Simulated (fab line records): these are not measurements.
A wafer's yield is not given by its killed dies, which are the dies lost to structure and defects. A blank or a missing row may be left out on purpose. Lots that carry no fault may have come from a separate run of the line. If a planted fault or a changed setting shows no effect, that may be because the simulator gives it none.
Tool commonality check / flow sky130 / 14 lots and 42 wafers in the sample

## WHY THIS WAS OPENED
Of 14 lots, 4 have the reading GATE_OXIDE_OVL flagged at SKY_GATE_OXIDE_OVL_MEAS_10. Wafers without a fault read -0.1 nm, standard deviation 1.
Rule: a lot gets a flag if all its wafers with a number sit over 4 standard deviations from that mean, or if no wafer of it has a number. The rest of the lots are taken to be sound.

lot=L786; measured=day 14 16:41; on=overlay-02; GATE_OXIDE_OVL (nm), wafer by wafer=0.4 0.8 0.6; flag=
lot=L787; measured=day 15 16:59; on=overlay-02; GATE_OXIDE_OVL (nm), wafer by wafer=1.7 1.2 -0.5; flag=
lot=L788; measured=day 16 10:44; on=overlay-01; GATE_OXIDE_OVL (nm), wafer by wafer=0.7 0.1 -1.2; flag=
lot=L790; measured=day 16 22:01; on=overlay-02; GATE_OXIDE_OVL (nm), wafer by wafer=-0.3 0.0 -1.5; flag=
lot=L789; measured=day 16 23:23; on=overlay-01; GATE_OXIDE_OVL (nm), wafer by wafer=-2.0 -0.7 -2.5; flag=
lot=L791; measured=day 17 15:47; on=overlay-01; GATE_OXIDE_OVL (nm), wafer by wafer=-0.2 -1.9 -2.1; flag=
lot=L794; measured=day 18 03:23; on=overlay-02; GATE_OXIDE_OVL (nm), wafer by wafer=-0.9 -1.8 0.0; flag=
lot=L799; measured=day 19 14:32; on=overlay-02; GATE_OXIDE_OVL (nm), wafer by wafer=0.0 1.1 0.7; flag=
lot=L798; measured=day 19 14:41; on=overlay-02; GATE_OXIDE_OVL (nm), wafer by wafer=-0.2 -1.4 -1.0; flag=
lot=L800; measured=day 19 23:50; on=overlay-01; GATE_OXIDE_OVL (nm), wafer by wafer=-115.6 -116.0 -117.7; flag=FLAGGED
lot=L802; measured=day 20 15:32; on=overlay-01; GATE_OXIDE_OVL (nm), wafer by wafer=-116.6 -116.9 -117.3; flag=FLAGGED
lot=L803; measured=day 20 17:47; on=overlay-01; GATE_OXIDE_OVL (nm), wafer by wafer=-117.3 -118.7 -117.7; flag=FLAGGED
lot=L804; measured=day 21 01:04; on=overlay-02; GATE_OXIDE_OVL (nm), wafer by wafer=0.7 0.8 2.9; flag=
lot=L805; measured=day 21 20:03; on=overlay-02; GATE_OXIDE_OVL (nm), wafer by wafer=-116.6 -115.6 -115.2; flag=FLAGGED
The numbers of the flagged lots are -116.8 nm on average: -116.7 nm against the usual, or -99 or more standard deviations.

## WHICH TOOL RAN EACH LOT
2 process steps preceding the reading are held in the record, out of 708 steps in the route. Read each cell as the tool, then ch plus the chambers that the sampled wafers visited, then the start.
lot=L786; flag=; SKY_VT_ADJUST_PCH_STRIP_09=plasma-asher-04 ch 0,1, day 11 03:19; SKY_GATE_OXIDE_EXPOSE_07=iline-stepper-01 ch 0, day 14 03:08
lot=L787; flag=; SKY_VT_ADJUST_PCH_STRIP_09=plasma-asher-02 ch 0,1, day 12 01:34; SKY_GATE_OXIDE_EXPOSE_07=iline-stepper-02 ch 0, day 15 03:40
lot=L788; flag=; SKY_VT_ADJUST_PCH_STRIP_09=plasma-asher-04 ch 0, day 12 18:16; SKY_GATE_OXIDE_EXPOSE_07=iline-stepper-02 ch 0, day 15 21:09
lot=L790; flag=; SKY_VT_ADJUST_PCH_STRIP_09=plasma-asher-02 ch 0,1, day 13 05:46; SKY_GATE_OXIDE_EXPOSE_07=iline-stepper-02 ch 0, day 16 08:13
lot=L789; flag=; SKY_VT_ADJUST_PCH_STRIP_09=plasma-asher-04 ch 0,1, day 13 06:52; SKY_GATE_OXIDE_EXPOSE_07=iline-stepper-01 ch 0, day 16 09:28
lot=L791; flag=; SKY_VT_ADJUST_PCH_STRIP_09=plasma-asher-01 ch 0,1, day 13 15:05; SKY_GATE_OXIDE_EXPOSE_07=iline-stepper-02 ch 0, day 17 02:27
lot=L794; flag=; SKY_VT_ADJUST_PCH_STRIP_09=plasma-asher-01 ch 0,1, day 13 21:49; SKY_GATE_OXIDE_EXPOSE_07=iline-stepper-01 ch 0, day 17 12:32
lot=L799; flag=; SKY_VT_ADJUST_PCH_STRIP_09=plasma-asher-02 ch 0,1, day 15 15:07; SKY_GATE_OXIDE_EXPOSE_07=iline-stepper-01 ch 0, day 18 22:49
lot=L798; flag=; SKY_VT_ADJUST_PCH_STRIP_09=plasma-asher-02 ch 0,1, day 15 08:12; SKY_GATE_OXIDE_EXPOSE_07=iline-stepper-01 ch 0, day 18 23:10
lot=L800; flag=FLAGGED; SKY_VT_ADJUST_PCH_STRIP_09=plasma-asher-01 ch 0,1, day 15 21:31; SKY_GATE_OXIDE_EXPOSE_07=iline-stepper-01 ch 0, day 19 09:14
lot=L802; flag=FLAGGED; SKY_VT_ADJUST_PCH_STRIP_09=plasma-asher-01 ch 0,1, day 16 13:34; SKY_GATE_OXIDE_EXPOSE_07=iline-stepper-01 ch 0, day 19 23:41
lot=L803; flag=FLAGGED; SKY_VT_ADJUST_PCH_STRIP_09=plasma-asher-02 ch 0,1, day 16 18:07; SKY_GATE_OXIDE_EXPOSE_07=iline-stepper-01 ch 0, day 20 02:19
lot=L804; flag=; SKY_VT_ADJUST_PCH_STRIP_09=plasma-asher-01 ch 0,1, day 16 22:58; SKY_GATE_OXIDE_EXPOSE_07=iline-stepper-02 ch 0, day 20 09:34
lot=L805; flag=FLAGGED; SKY_VT_ADJUST_PCH_STRIP_09=plasma-asher-01 ch 0,1, day 17 16:42; SKY_GATE_OXIDE_EXPOSE_07=iline-stepper-01 ch 0, day 21 04:46
What the steps here do:
- SKY_VT_ADJUST_PCH_STRIP_09: strips in O2/N2.
- SKY_GATE_OXIDE_EXPOSE_07: exposes mask LVOM, target cd 600 nm.
- SKY_GATE_OXIDE_OVL_MEAS_10

## FLAGGED AGAINST TOTAL, ONE TOOL AT A TIME (gauges that did the reading follow at the end)
step=SKY_VT_ADJUST_PCH_STRIP_09; tool=plasma-asher-01; lots run=6; flagged=3; share of the flagged lots=some; sound lots run after its first flagged lot=1 (L804)
step=SKY_VT_ADJUST_PCH_STRIP_09; tool=plasma-asher-02; lots run=5; flagged=1; share of the flagged lots=some; sound lots run after its first flagged lot=0
step=SKY_VT_ADJUST_PCH_STRIP_09; tool=plasma-asher-04; lots run=3; flagged=0; share of the flagged lots=none; sound lots run after its first flagged lot=-
step=SKY_GATE_OXIDE_EXPOSE_07; tool=iline-stepper-01; lots run=9; flagged=4; share of the flagged lots=all; sound lots run after its first flagged lot=0
step=SKY_GATE_OXIDE_EXPOSE_07; tool=iline-stepper-02; lots run=5; flagged=0; share of the flagged lots=none; sound lots run after its first flagged lot=-
step=SKY_GATE_OXIDE_OVL_MEAS_10; tool=overlay-01; lots run=6; flagged=3; share of the flagged lots=some; sound lots run after its first flagged lot=0
step=SKY_GATE_OXIDE_OVL_MEAS_10; tool=overlay-02; lots run=8; flagged=1; share of the flagged lots=some; sound lots run after its first flagged lot=0

## WHAT IS ALLOWED BY THE TABLE
In the table, 1 row covers all flagged lots: iline-stepper-01 at SKY_GATE_OXIDE_EXPOSE_07.
- iline-stepper-01 at SKY_GATE_OXIDE_EXPOSE_07: 4 of its 9 lots flagged. It ran its last sound lot, L798, at day 18 23:10 and its first flagged lot, L800, at day 19 09:14: a fault with its onset between the two fits.
One tool is left: iline-stepper-01 at SKY_GATE_OXIDE_EXPOSE_07.

## WHAT THE SIMULATOR PUT IN
Scanner matching overlay: iline-stepper-01, from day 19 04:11 on, at SKY_GATE_OXIDE_EXPOSE_07. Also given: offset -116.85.
Lots struck among those shown: L800, L802, L803, L805. The rule above found the same.
